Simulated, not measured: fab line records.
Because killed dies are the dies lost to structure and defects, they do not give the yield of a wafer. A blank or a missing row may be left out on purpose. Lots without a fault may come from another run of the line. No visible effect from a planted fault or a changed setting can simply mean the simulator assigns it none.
Which of the tools did it?	flow sky130	Sampling: 12 lots, 36 wafers, 5 of 708 route steps

WHAT EACH GAUGE READ, for each wafer
SKY_LDD_P_CD_MEAS_07: the cd target is 380 nm. Usual: cdNm 381.1 nm, standard deviation 2.4.
lot	measured	on	cdNm (nm)	flag
L201	day 18 22:43	cdSem-02	381.2 379.7 381.0	
L202	day 19 03:43	cdSem-01	381.1 378.0 378.7	
L207	day 21 21:06	cdSem-01	377.0 377.8 381.0	
L209	day 22 05:08	cdSem-01	381.7 383.2 382.2	
L210	day 22 11:08	cdSem-01	378.9 379.6 376.8	
L211	day 23 04:48	cdSem-01	381.1 382.6 381.8	
L213	day 23 11:07	cdSem-01	385.0 387.1 387.5	
L214	day 23 18:06	cdSem-01	380.9 383.4 384.2	
L215	day 24 00:14	cdSem-01	380.0 382.3 381.2	
L219	day 25 10:27	cdSem-02	381.8 382.9 381.6	
L222	day 26 07:52	cdSem-02	377.5 382.1 379.5	
L223	day 26 15:10	cdSem-02	382.1 382.8 382.7	

SKY_LDD_HVN_OVL_MEAS_07. Usual: for LDD_HVN_OVL the level is -0.4 nm and the standard deviation is 1.5.
lot	measured	on	LDD_HVN_OVL (nm)	flag
L201	day 20 05:27	overlay-02	-1.8 0.5 1.7	
L202	day 20 10:09	overlay-01	-1.5 -0.6 -2.4	
L207	day 23 04:17	overlay-02	2.5 1.9 -0.1	
L209	day 23 11:08	overlay-01	0.3 -1.4 -1.6	
L210	day 23 16:42	overlay-01	0.3 0.7 -0.2	
L211	day 24 10:21	overlay-02	-0.4 0.1 1.2	
L213	day 24 16:47	overlay-01	-2.2 -0.4 -1.6	
L214	day 25 00:21	overlay-02	-1.1 -1.1 -1.3	
L215	day 25 05:51	overlay-02	0.7 -0.2 1.4	
L219	day 26 16:14	overlay-01	1.1 1.3 0.7	
L222	day 27 12:45	overlay-01	0.0 0.9 0.4	
L223	day 27 20:06	overlay-02	-0.4 1.4 -1.4	

SKY_LDD_HVP_TW_MEAS_10. Usual: for LDD_HVP_TW the level is 452.8 and the standard deviation is 3.
lot	measured	on	LDD_HVP_TW	flag
L201	day 21 12:26	filmMetro-01	452.5 451.8 449.8	
L202	day 21 17:32	filmMetro-03	454.1 455.3 455.2	
L207	day 24 10:20	filmMetro-03	457.8 455.9 458.0	
L209	day 24 17:02	filmMetro-01	451.5 451.0 451.5	
L210	day 24 23:03	filmMetro-01	449.0 451.1 450.3	
L211	day 25 16:32	filmMetro-03	456.4 454.7 457.3	
L213	day 25 22:10	filmMetro-02	466.5 466.3 464.0 464.0 463.9 465.7	OFF
L214	day 26 05:35	filmMetro-03	471.5 470.9 470.7 470.9 473.2 470.5	OFF
L215	day 26 11:14	filmMetro-01	453.7 451.4 451.8	
L219	day 27 21:20	filmMetro-02	450.7 449.8 449.3	
L222	day 28 18:26	filmMetro-03	456.2 455.9 456.9	
L223	day 29 01:11	filmMetro-03	455.8 455.4 455.1	

TOOL THAT RAN EACH LOT (tool first, then ch and the chambers of the sampled wafers, then the start)
lot	SKY_RES_PROTECT_STRIP_07	SKY_LDD_HVP_IMPLANT_08
L201	plasmaAsher-03 ch 0,1, day 14 21:44	implanter-04 ch 0, day 21 12:11
L202	plasmaAsher-01 ch 0,1, day 15 05:34	implanter-04 ch 0, day 21 17:19
L207	plasmaAsher-02 ch 0,1, day 17 19:29	implanter-01 ch 0, day 24 10:05
L209	plasmaAsher-03 ch 0,1, day 18 02:02	implanter-01 ch 0, day 24 16:47
L210	plasmaAsher-02 ch 0,1, day 18 08:40	implanter-01 ch 0, day 24 22:50
L211	plasmaAsher-03 ch 0,1, day 19 02:14	implanter-03 ch 0, day 25 16:17
L213	plasmaAsher-03 ch 0,1, day 19 10:14	implanter-01 ch 0, day 25 21:55
L214	plasmaAsher-03 ch 0,1, day 19 16:50	implanter-01 ch 0, day 26 05:20
L215	plasmaAsher-03 ch 0,1, day 20 00:43	implanter-03 ch 0, day 26 11:01
L219	plasmaAsher-02 ch 0,1, day 21 12:35	implanter-03 ch 0, day 27 21:05
L222	plasmaAsher-02 ch 0,1, day 22 10:17	implanter-01 ch 0, day 28 18:11
L223	plasmaAsher-01 ch 0,1, day 22 16:27	implanter-04 ch 0, day 29 00:56
- SKY_RES_PROTECT_STRIP_07: strips in O2/N2.
- SKY_LDD_HVP_IMPLANT_08

AS READ BY THE TOOLS THEMSELVES (means over the sampled wafers that have a number; for cases with no such wafer, the mark the record gives instead)
SKY_RES_PROTECT_STRIP_07. Usual: drypumpMotorCurrentA 5.31 A, standard deviation 0.25; oesProductAu 0.518 a.u., standard deviation 0.0049; stripTimeToEndpointS 23.28 s, standard deviation 0.042.
lot	tool	drypumpMotorCurrentA (A)	oesProductAu (a.u.)	stripTimeToEndpointS (s)	flag
L201	plasmaAsher-03	5.10	0.510	23.22	
L202	plasmaAsher-01	5.42	0.513	23.28	
L207	plasmaAsher-02	5.31	0.516	23.26	
L209	plasmaAsher-03	5.27	0.516	23.32	
L210	plasmaAsher-02	5.47	0.520	23.27	
L211	plasmaAsher-03	5.27	0.516	23.27	
L213	plasmaAsher-03	5.29	0.518	23.30	
L214	plasmaAsher-03	5.11	0.516	23.33	
L215	plasmaAsher-03	5.11	0.518	23.30	
L219	plasmaAsher-02	5.32	0.520	23.24	
L222	plasmaAsher-02	5.31	0.517	23.26	
L223	plasmaAsher-01	5.27	0.520	23.28	

SKY_LDD_HVP_IMPLANT_08. Usual: beamOnS 9.98 s, standard deviation 0.2; endStationPressureTorr 5.04e-06 Torr, standard deviation 2.5e-07; faradayCurrentUA 96.1, standard deviation 1.8.
lot	tool	beamOnS (s)	endStationPressureTorr (Torr)	faradayCurrentUA	flag
L201	implanter-04	9.91	4.95e-06	96.6	
L202	implanter-04	10.06	5.02e-06	95.5	
L207	implanter-01	9.93	5.05e-06	96.5	
L209	implanter-01	9.95	5.11e-06	96.4	
L210	implanter-01	10.21	4.72e-06	93.9	
L211	implanter-03	10.05	5.04e-06	95.4	
L213	implanter-01	11.16	7.26e-05	83.9	OFF
L214	implanter-01	11.42	7.11e-05	82.1	OFF
L215	implanter-03	9.92	5.05e-06	96.3	
L219	implanter-03	10.00	5.27e-06	95.7	
L222	implanter-01	10.00	5.13e-06	96.0	
L223	implanter-04	9.97	5.04e-06	96.0	

THE ANSWER, worked out from the rows above alone
Rule: lot off if the mean of its wafers having a number is beyond 3 standard deviations from the usual mean. A lot without any number at a reading at which 4 lots or more have one is off too. Any other lot the step has rows for is counted as sound. The gauges are gone through in route order, then the tools' own readings, and for those a lot's mean is taken as printed above. At the first step where some lot is off, the reading lying furthest off is the one used; lots without a number count as furthest.
Off: at SKY_LDD_HVP_TW_MEAS_10 (LDD_HVP_TW), L213, L214.
If a tool, at a process step before that reading, ran all the lots that are off and no sound lot after the first of them, it fits. Not tried: the gauges at SKY_LDD_HVP_TW_MEAS_10; whatever is off there is also off at SKY_LDD_HVP_IMPLANT_08, on other tools, and gauge error can't account for it. Not one of the candidates tried fits.

WHAT HAD BEEN PUT IN BY THE SIMULATOR
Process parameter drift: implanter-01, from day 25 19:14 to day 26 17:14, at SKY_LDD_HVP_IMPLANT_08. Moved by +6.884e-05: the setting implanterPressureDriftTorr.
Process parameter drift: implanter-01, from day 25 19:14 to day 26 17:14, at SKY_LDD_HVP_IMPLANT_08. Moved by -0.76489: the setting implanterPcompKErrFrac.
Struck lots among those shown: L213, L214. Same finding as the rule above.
